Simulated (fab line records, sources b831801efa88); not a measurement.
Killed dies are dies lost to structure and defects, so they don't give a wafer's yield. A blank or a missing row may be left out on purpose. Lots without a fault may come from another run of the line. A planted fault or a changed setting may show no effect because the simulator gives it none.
fab line records | flow sky130
record lots=24 wafers=72 last_day=50
route steps=708 shown METAL1@434 VIA1@480 VIA2@510
lots that met no fault: from a run of the same line without faults
start_h: hours from the record's first day to the start of the lot's first wafer shown | wait_h: hours since the lot's step before | " the same as in the row above | L1.1+2: a row that stands for several wafers | - no value, or no start given | * or withheld: withheld | < > ~ a bound
route shown NAME@n: a module of which the file shows steps, and the number in the route of the first | usual: mean/standard deviation of fault-free wafers | same: alike in all rows | chamber/n: place in a boat | sites: the reading at each site | _std_site: their standard deviation | _edge_site: outer sites' mean less inner sites' | radius_mm: how far each site lies from the wafer's centre | mask NAME#n: copy n | behind: the tool/chamber that last shaped the wafer | hold: why the lot was held/for how many hours/how that ended | device: the transistor (n, p or np) that didn't switch | end of line: the same wafers' tests at the end of the route | a step without rows: its recipe alone | killed: dies lost to structure and defects at the first sort, not the wafer's yield | map: a wafer's dies, x killed, . not, _ none there
set.NAME: the setting as run; set.NAME@STEP: as run at that earlier step | model.NAME: the simulator's own value behind a step, which no gauge read
steps of the route over a sample of lots; a table a step, a row a wafer
services: from which hour (start_h, from the record's first day; less than 0 if before it) a tool's chamber was out of use, for how many hours, and why
## steps
# step SKY_METAL1_SPUTTER_00
# recipe material=Ti target_thk_nm=15 power_w=3000 time_s=10 chamber_pressure_pa=0.4
# usual chamber_pressure_pa=0.4000/0.00082 throttle_valve_pct=30.0/0.91
# columns lot.wafer tool chamber start_h wait_h chamber_pressure_pa throttle_valve_pct
L074.1 pvd_sputter-02 - 740.42 0.2 0.3994 30.1
L074.3 " - " " 0.4010 31.0
L074.4 " - " " 0.4005 28.5
L075.1 pvd_sputter-04 - 746.33 0.2 0.3992 29.7
L075.2 " - " " 0.4012 31.0
L075.5 " - " " 0.4002 31.2
L076.2 pvd_sputter-01 - 747.31 0.2 0.3989 28.6
L076.3 " - " " 0.3990 29.1
L076.4 " - " " 0.3992 30.0
L077.1 pvd_sputter-02 - 765.06 0.2 0.4003 28.3
L077.3 " - " " 0.4002 30.4
L077.5 " - " " 0.4006 29.7
L078.4 pvd_sputter-02 - 771.68 0.2 0.4010 30.2
L078.5 " - " " 0.3993 28.5
L078.6 " - " " 0.4002 31.0
L079.1 pvd_sputter-02 - 783.08 0.2 0.3994 30.0
L079.4 " - " " 0.3996 28.3
L079.5 " - " " 0.3991 30.9
L080.3 pvd_sputter-04 - 785.40 0.1 0.4007 29.8
L080.4 " - " " 0.3997 31.1
L080.5 " - " " 0.4013 31.2
L081.1 pvd_sputter-02 - 788.90 0.2 0.4013 28.3
L081.2 " - " " 0.3996 30.1
L081.5 " - " " 0.3996 30.2
L082.1 pvd_sputter-04 - 799.55 0.2 0.4011 31.4
L082.2 " - " " 0.3995 30.8
L082.6 " - " " 0.4003 31.2
L083.3 pvd_sputter-04 - 808.36 0.1 0.3993 29.5
L083.5 " - " " 0.4002 29.6
L083.6 " - " " 0.3992 31.1
L085.1 pvd_sputter-01 - 816.88 0.2 0.3992 29.9
L085.4 " - " " 0.3992 28.9
L085.5 " - " " 0.3991 30.3
L084.1 pvd_sputter-02 - 817.18 0.1 0.3995 30.7
L084.2 " - " " 0.4009 29.9
L084.6 " - " " 0.4003 31.0
L086.3 pvd_sputter-04 - 823.38 0.1 0.3990 29.4
L086.4 " - " " 0.4002 31.2
L086.5 " - " " 0.4005 31.3
L087.1 pvd_sputter-04 - 830.95 0.2 0.3991 29.9
L087.2 " - " " 0.4016 29.4
L087.3 " - " " 0.4005 31.0
L088.1 pvd_sputter-04 - 835.37 0.2 0.4000 30.7
L088.2 " - " " 0.3988 29.7
L088.5 " - " " 0.3996 29.8
L089.1 pvd_sputter-04 - 847.55 0.2 0.3997 30.8
L089.3 " - " " 0.3990 31.3
L089.6 " - " " 0.3987 31.1
L090.1 pvd_sputter-01 - 860.58 0.1 0.3999 28.8
L090.3 " - " " 0.3993 30.0
L090.6 " - " " 0.4005 29.0
L091.1 pvd_sputter-01 - 878.14 0.1 0.3997 28.6
L091.2 " - " " 0.4005 30.3
L091.4 " - " " 0.3996 29.8
L093.2 pvd_sputter-01 - 879.39 0.1 0.3999 30.0
L093.4 " - " " 0.4000 28.9
L093.5 " - " " 0.4000 29.0
L092.2 pvd_sputter-02 - 880.34 0.1 0.4011 29.6
L092.3 " - " " 0.3994 30.0
L092.4 " - " " 0.4016 30.8
L094.4 pvd_sputter-02 - 883.19 0.2 0.4017 29.9
L094.5 " - " " 0.4014 30.0
L094.6 " - " " 0.4005 29.9
L095.1 pvd_sputter-04 - 895.65 0.1 0.3989 30.9
L095.5 " - " " 0.3999 29.6
L095.6 " - " " 0.4006 29.8
L096.1 pvd_sputter-04 - 901.98 0.1 0.4006 29.6
L096.2 " - " " 0.4001 31.4
L096.4 " - " " 0.4010 29.8
L097.3 pvd_sputter-01 - 908.08 0.2 0.4007 29.9
L097.4 " - " " 0.3995 29.0
L097.5 " - " " 0.4011 29.1
# step SKY_VIA1_RS_MEAS_22
# recipe thk_meas_gauge=four-point-probe reads=W_of_VIA1_CVD_21+TiN_of_VIA1_SPUTTER_20
# usual VIA1_W_RS=0.426/0.0069
# columns lot.wafer tool chamber start_h wait_h VIA1_W_RS[ohm/sq]
L074.1 film_metro-03 - 797.21 0.1 0.425
L074.3 " - " " 0.425
L074.4 " - " " 0.433
L075.1 film_metro-03 - 803.77 0.1 0.429
L075.2 " - " " 0.432
L075.5 " - " " 0.426
L076.2 film_metro-01 - 803.84 0.1 0.428
L076.3 " - " " 0.432
L076.4 " - " " 0.410
L077.1 film_metro-03 - 821.44 0.1 0.433
L077.3 " - " " 0.431
L077.5 " - " " 0.429
L078.4 film_metro-01 - 826.30 0.1 0.419
L078.5 " - " " 0.431
L078.6 " - " " 0.422
L079.1 film_metro-01 - 836.63 0.1 0.417
L079.4 " - " " 0.430
L079.5 " - " " 0.417
L080.3 film_metro-02 - 839.62 0.1 0.417
L080.4 " - " " 0.421
L080.5 " - " " 0.420
L081.1 film_metro-01 - 843.59 0.1 0.425
L081.2 " - " " 0.426
L081.5 " - " " 0.423
L082.1 film_metro-02 - 854.79 0.1 0.429
L082.2 " - " " 0.436
L082.6 " - " " 0.435
L083.3 film_metro-02 - 862.01 0.1 0.423
L083.5 " - " " 0.423
L083.6 " - " " 0.428
L085.1 film_metro-02 - 869.34 0.1 0.429
L085.4 " - " " 0.431
L085.5 " - " " 0.428
L084.1 film_metro-01 - 871.01 0.1 0.433
L084.2 " - " " 0.422
L084.6 " - " " 0.428
L086.3 film_metro-03 - 878.46 0.1 0.431
L086.4 " - " " 0.417
L086.5 " - " " 0.414
L087.1 film_metro-01 - 886.33 0.1 0.430
L087.2 " - " " 0.426
L087.3 " - " " 0.432
L088.1 film_metro-02 - 890.52 0.1 0.419
L088.2 " - " " 0.429
L088.5 " - " " 0.432
L089.1 film_metro-03 - 901.28 0.1 0.413
L089.3 " - " " 0.412
L089.6 " - " " 0.420
L090.1 film_metro-02 - 912.46 0.1 0.432
L090.3 " - " " 0.434
L090.6 " - " " 0.433
L091.1 film_metro-03 - 930.46 0.1 0.427
L091.2 " - " " 0.429
L091.4 " - " " 0.428
L093.2 film_metro-02 - 932.00 0.1 0.427
L093.4 " - " " 0.425
L093.5 " - " " 0.411
L092.2 film_metro-01 - 932.69 0.1 0.433
L092.3 " - " " 0.431
L092.4 " - " " 0.433
L094.4 film_metro-01 - 935.38 0.1 0.431
L094.5 " - " " 0.436
L094.6 " - " " 0.429
L095.1 film_metro-01 - 946.74 0.1 0.413
L095.5 " - " " 0.419
L095.6 " - " " 0.431
L096.1 film_metro-01 - 953.62 0.1 0.411
L096.2 " - " " 0.426
L096.4 " - " " 0.423
L097.3 film_metro-02 - 959.53 0.1 0.431
L097.4 " - " " 0.427
L097.5 " - " " 0.427
# step SKY_VIA2_BOW_MEAS_03
# recipe mode=bow
# usual VIA2_BOW=87/7.6
# columns lot.wafer tool chamber start_h wait_h VIA2_BOW[um]
L074.1 film_metro-04 - 825.41 0.2 89
L074.3 " - " " 83
L074.4 " - " " 77
L075.1 film_metro-04 - 829.90 0.2 104
L075.2 " - " " 98
L075.5 " - " " 92
L076.2 film_metro-01 - 830.29 0.3 90
L076.3 " - " " 95
L076.4 " - " " 84
L077.1 film_metro-04 - 848.74 0.2 85
L077.3 " - " " 88
L077.5 " - " " 80
L078.4 film_metro-04 - 855.33 0.2 86
L078.5 " - " " 77
L078.6 " - " " 79
L079.1 film_metro-01 - 865.47 0.1 82
L079.4 " - " " 99
L079.5 " - " " 73
L080.3 film_metro-03 - 868.03 0.3 98
L080.4 " - " " 88
L080.5 " - " " 72
L081.1 film_metro-01 - 871.79 0.2 98
L081.2 " - " " 79
L081.5 " - " " 75
L082.1 film_metro-04 - 882.64 0.2 77
L082.2 " - " " 84
L082.6 " - " " 74
L083.3 film_metro-04 - 888.71 0.2 99
L083.5 " - " " 77
L083.6 " - " " 86
L085.1 film_metro-03 - 896.37 0.1 81
L085.4 " - " " 92
L085.5 " - " " 94
L084.1 film_metro-04 - 899.17 0.2 75
L084.2 " - " " 88
L084.6 " - " " 94
L086.3 film_metro-01 - 906.02 0.2 94
L086.4 " - " " 93
L086.5 " - " " 98
L087.1 film_metro-03 - 916.92 0.1 85
L087.2 " - " " 84
L087.3 " - " " 81
L088.1 film_metro-03 - 917.76 0.2 87
L088.2 " - " " 88
L088.5 " - " " 89
L089.1 film_metro-03 - 927.35 0.2 96
L089.3 " - " " 81
L089.6 " - " " 79
L090.1 film_metro-03 - 943.37 0.1 84
L090.3 " - " " 94
L090.6 " - " " 88
L091.1 film_metro-04 - 956.57 0.1 92
L091.2 " - " " 80
L091.4 " - " " 87
L093.2 film_metro-04 - 958.51 0.2 97
L093.4 " - " " 94
L093.5 " - " " 98
L092.2 film_metro-03 - 958.92 0.2 86
L092.3 " - " " 77
L092.4 " - " " 75
L094.4 film_metro-01 - 962.00 0.3 100
L094.5 " - " " 83
L094.6 " - " " 93
L095.1 film_metro-04 - 972.92 0.2 95
L095.5 " - " " 90
L095.6 " - " " 93
L096.1 film_metro-04 - 980.15 0.1 86
L096.2 " - " " 83
L096.4 " - " " 80
L097.3 film_metro-01 - 985.21 0.1 87
L097.4 " - " " 80
L097.5 " - " " 88
# step SKY_VIA2_OVL_MEAS_13
# usual VIA2_OVL=4/5.4
# columns lot.wafer tool chamber start_h wait_h VIA2_OVL[nm]
L074.1 overlay-02 - 851.73 0.1 3
L074.3 " - " " 13
L074.4 " - " " 6
L075.1 overlay-02 - 856.03 0.1 1
L075.2 " - " " 6
L075.5 " - " " 1
L076.2 overlay-02 - 857.32 0.1 4
L076.3 " - " " 7
L076.4 " - " " 2
L077.1 overlay-02 - 874.70 0.2 -2
L077.3 " - " " 2
L077.5 " - " " 2
L078.4 overlay-01 - 880.92 0.1 6
L078.5 " - " " 2
L078.6 " - " " 1
L079.1 overlay-02 - 891.12 0.1 1
L079.4 " - " " 1
L079.5 " - " " -6
L080.3 overlay-01 - 892.81 0.1 3
L080.4 " - " " -7
L080.5 " - " " -5
L081.1 overlay-01 - 898.04 0.1 2
L081.2 " - " " -2
L081.5 " - " " -1
L082.1 overlay-02 - 908.04 0.1 5
L082.2 " - " " 3
L082.6 " - " " 3
L083.3 overlay-02 - 914.05 0.1 -4
L083.5 " - " " -2
L083.6 " - " " 5
L085.1 overlay-01 - 921.70 0.1 0
L085.4 " - " " 5
L085.5 " - " " -3
L084.1 overlay-01 - 923.64 0.1 13
L084.2 " - " " 5
L084.6 " - " " 5
L086.3 overlay-02 - 930.75 0.1 0
L086.4 " - " " -6
L086.5 " - " " -6
L087.1 overlay-02 - 941.72 0.1 5
L087.2 " - " " 10
L087.3 " - " " 12
L088.1 overlay-01 - 942.42 0.1 8
L088.2 " - " " 4
L088.5 " - " " 13
L089.1 overlay-02 - 952.32 0.1 0
L089.3 " - " " 4
L089.6 " - " " 2
L090.1 overlay-01 - 967.34 0.1 -3
L090.3 " - " " 2
L090.6 " - " " -2
L091.1 overlay-01 - 980.32 0.1 6
L091.2 " - " " 7
L091.4 " - " " 6
L093.2 overlay-01 - 982.53 0.1 4
L093.4 " - " " 3
L093.5 " - " " 1
L092.2 overlay-02 - 982.65 0.1 14
L092.3 " - " " 11
L092.4 " - " " 13
L094.4 overlay-01 - 985.77 0.1 7
L094.5 " - " " 8
L094.6 " - " " 17
L095.1 overlay-01 - 996.10 0.1 4
L095.5 " - " " -2
L095.6 " - " " 2
L096.1 overlay-01 - 1003.52 0.1 9
L096.2 " - " " 5
L096.4 " - " " -3
L097.3 overlay-01 - 1008.55 0.1 5
L097.4 " - " " -2
L097.5 " - " " 2
# step SKY_VIA2_ETCH_14
# recipe chemistry=N2/H2 target=BARC ion_energy_ev=200 source_w=500 bias_w=100 pressure_mtorr=30 n2_flow_sccm=100 h2_flow_sccm=200 stop_on=SiO2 time_s=45.9 target_depth_a=600
# usual drypump_motor_current_A=5.6/0.3 oes_product_au=0.856/0.0045 throttle_valve_pct=13.224/0.0091
# columns lot.wafer tool chamber start_h wait_h drypump_motor_current_A oes_product_au rf_hours_counter_h throttle_valve_pct
L074.1 rie_diel-03 1 851.76 0.0 6.2 0.849 2 13.229
L074.3 " 2 " " 5.8 0.853 14 13.219
L074.4 " 3 " " 5.7 0.859 10 13.233
L075.1 rie_diel-01 2 856.07 0.0 6.0 0.858 14 13.205
L075.2 " 0 " " 5.7 0.859 5 13.227
L075.5 " 0 " " 5.6 0.853 - 13.224
L076.2 rie_diel-03 3 857.35 0.0 5.7 0.855 11 13.225
L076.3 " 2 " " 5.7 0.851 15 13.220
L076.4 " 0 " " 5.7 0.852 11 13.231
L077.1 rie_diel-03 2 874.74 0.0 5.8 0.853 15 13.212
L077.3 " 1 " " 6.2 0.858 3 13.236
L077.5 " 3 " " 5.7 0.860 - 13.217
L078.4 rie_diel-03 0 880.93 0.0 5.8 0.864 12 13.201
L078.5 " 3 " " 5.7 0.853 - 13.231
L078.6 " 2 " " 5.7 0.857 - 13.215
L079.1 rie_diel-01 0 891.15 0.0 5.6 0.854 6 13.225
L079.4 " 0 " " 5.6 0.851 - 13.226
L079.5 " 2 " " 5.9 0.850 - 13.221
L080.3 rie_diel-01 0 892.83 0.0 5.7 0.853 6 13.220
L080.4 " 0 " " 5.6 0.859 - 13.218
L080.5 " 3 " " 5.8 0.853 - 13.237
L081.1 rie_diel-01 1 898.08 0.0 5.4 0.858 16 13.242
L081.2 " 3 " " 5.8 0.857 7 13.226
L081.5 " 0 " " 5.6 0.859 - 13.228
L082.1 rie_diel-03 2 908.08 0.0 5.7 0.855 16 13.230
L082.2 " 1 " " 6.2 0.855 3 13.224
L082.6 " 1 " " 6.2 0.846 - 13.218
L083.3 rie_diel-04 0 914.08 0.0 5.2 0.856 4 13.215
L083.5 " 1 " " 5.1 0.854 - 13.250
L083.6 " 2 " " 5.4 0.859 - 13.226
L085.1 rie_diel-04 0 921.74 0.0 5.3 0.852 4 13.223
L085.4 " 1 " " 5.1 0.863 26 13.227
L085.5 " 2 " " 5.4 0.855 - 13.213
L084.1 rie_diel-04 0 923.68 0.0 5.2 0.861 4 13.232
L084.2 " 3 " " 5.3 0.858 10 13.223
L084.6 " 1 " " 5.1 0.855 - 13.223
L086.3 rie_diel-04 3 930.78 0.0 5.3 0.862 10 13.225
L086.4 " 1 " " 5.2 0.854 26 13.240
L086.5 " 0 " " 5.2 0.863 - 13.228
L087.1 rie_diel-01 0 941.75 0.0 5.7 0.853 8 13.221
L087.2 " 3 " " 5.8 0.856 9 13.229
L087.3 " 1 " " 5.4 0.859 18 13.209
L088.1 rie_diel-03 0 942.46 0.0 5.8 0.855 13 13.211
L088.2 " 1 " " 6.2 0.858 4 13.208
L088.5 " 3 " " 5.7 0.854 - 13.220
L089.1 rie_diel-04 0 952.35 0.0 5.2 0.854 5 13.227
L089.3 " 2 " " 5.4 0.857 17 13.230
L089.6 " 1 " " 5.1 0.859 - 13.230
L090.1 rie_diel-04 2 967.38 0.0 5.4 0.851 18 13.226
L090.3 " 1 " " 5.1 0.860 27 13.211
L090.6 " 2 " " 5.4 0.852 - 13.224
L091.1 rie_diel-04 2 980.36 0.0 5.4 0.858 18 13.224
L091.2 " 3 " " 5.3 0.853 11 13.213
L091.4 " 0 " " 5.2 0.850 6 13.221
L093.2 rie_diel-01 1 982.56 0.0 5.4 0.849 19 13.216
L093.4 " 2 " " 6.0 0.846 18 13.235
L093.5 " 1 " " 5.4 0.847 - 13.232
L092.2 rie_diel-03 1 982.68 0.0 6.2 0.852 5 13.248
L092.3 " 0 " " 5.8 0.856 15 13.214
L092.4 " 2 " " 5.7 0.859 18 13.218
L094.4 rie_diel-04 1 985.79 0.0 5.2 0.854 28 13.224
L094.5 " 2 " " 5.4 0.857 - 13.216
L094.6 " 1 " " 5.1 0.852 - 13.218
L095.1 rie_diel-03 3 996.14 0.0 5.7 0.860 14 13.212
L095.5 " 2 " " 5.8 0.860 - 13.240
L095.6 " 3 " " 5.7 0.859 - 13.217
L096.1 rie_diel-01 3 1003.56 0.0 5.8 0.858 11 13.225
L096.2 " 1 " " 5.4 0.860 19 13.230
L096.4 " 2 " " 6.0 0.858 19 13.231
L097.3 rie_diel-04 2 1008.58 0.0 5.4 0.858 19 13.214
L097.4 " 3 " " 5.3 0.862 12 13.222
L097.5 " 1 " " 5.2 0.856 - 13.230
# step SKY_VIA2_THK_MEAS_23
# recipe thk_meas_gauge=xrf reads=W_of_VIA2_CVD_21
# usual VIA2_W_THK=428/9.2
# columns lot.wafer tool chamber start_h wait_h VIA2_W_THK[nm]
L074.1 film_metro-04 - 852.77 0.1 421
L074.3 " - " " 422
L074.4 " - " " 416
L075.1 film_metro-03 - 857.08 0.1 428
L075.2 " - " " 427
L075.5 " - " " 429
L076.2 film_metro-04 - 858.37 0.1 411
L076.3 " - " " 419
L076.4 " - " " 426
L077.1 film_metro-01 - 876.34 0.1 432
L077.3 " - " " 426
L077.5 " - " " 425
L078.4 film_metro-03 - 882.01 0.1 442
L078.5 " - " " 439
L078.6 " - " " 428
L079.1 film_metro-01 - 892.20 0.1 417
L079.4 " - " " 417
L079.5 " - " " 417
L080.3 film_metro-01 - 893.86 0.1 430
L080.4 " - " " 421
L080.5 " - " " 423
L081.1 film_metro-01 - 899.09 0.1 433
L081.2 " - " " 423
L081.5 " - " " 435
L082.1 film_metro-04 - 909.09 0.1 440
L082.2 " - " " 431
L082.6 " - " " 430
L083.3 film_metro-03 - 915.15 0.1 433
L083.5 " - " " 435
L083.6 " - " " 427
L085.1 film_metro-03 - 922.75 0.1 435
L085.4 " - " " 434
L085.5 " - " " 422
L084.1 film_metro-01 - 924.76 0.1 427
L084.2 " - " " 439
L084.6 " - " " 437
L086.3 film_metro-04 - 931.85 0.1 411
L086.4 " - " " 411
L086.5 " - " " 411
L087.1 film_metro-03 - 942.76 0.1 428
L087.2 " - " " 433
L087.3 " - " " 429
L088.1 film_metro-01 - 943.46 0.1 427
L088.2 " - " " 425
L088.5 " - " " 429
L089.1 film_metro-04 - 953.86 0.1 420
L089.3 " - " " 424
L089.6 " - " " 423
L090.1 film_metro-04 - 968.39 0.1 430
L090.3 " - " " 429
L090.6 " - " " 423
L091.1 film_metro-04 - 981.36 0.1 441
L091.2 " - " " 418
L091.4 " - " " 425
L093.2 film_metro-04 - 983.64 0.1 433
L093.4 " - " " 432
L093.5 " - " " 426
L092.2 film_metro-03 - 983.73 0.1 454
L092.3 " - " " 419
L092.4 " - " " 448
L094.4 film_metro-03 - 986.82 0.1 433
L094.5 " - " " 436
L094.6 " - " " 446
L095.1 film_metro-04 - 997.15 0.1 451
L095.5 " - " " 431
L095.6 " - " " 452
L096.1 film_metro-03 - 1004.59 0.1 437
L096.2 " - " " 432
L096.4 " - " " 442
L097.3 film_metro-01 - 1009.61 0.1 416
L097.4 " - " " 436
L097.5 " - " " 420
## services
# columns tool chamber start_h hours kind
rie_diel-01 0 718.96 5.4 repair
rie_diel-01 2 723.79 4.3 repair
rie_diel-04 1 774.78 1.4 repair
pvd_sputter-01 - 778.55 5.0 repair
rie_diel-01 1 783.22 52.3 repair
pvd_sputter-04 1 783.63 - consumable_replace:kit
pvd_sputter-04 1 783.63 18.0 scheduled_down
rie_diel-01 - 788.40 1.1 repair
rie_diel-01 3 822.50 3.9 repair
pvd_sputter-02 - 842.51 5.4 repair
rie_diel-04 3 842.89 2.9 repair
rie_diel-01 3 874.57 11.6 repair
pvd_sputter-02 - 877.15 2.6 repair
rie_diel-01 1 886.94 7.8 repair
pvd_sputter-02 - 887.45 5.4 repair
rie_diel-03 3 897.10 15.2 repair
rie_diel-04 - 924.84 0.1 repair
pvd_sputter-02 - 931.93 4.5 repair
rie_diel-04 1 961.32 1.2 repair
rie_diel-03 2 983.95 9.4 repair
rie_diel-04 - 991.37 2.8 pm
pvd_sputter-04 - 993.37 5.6 repair
rie_diel-01 0 995.68 5.8 repair
pvd_sputter-01 - 1001.97 5.4 repair
## key
fault none
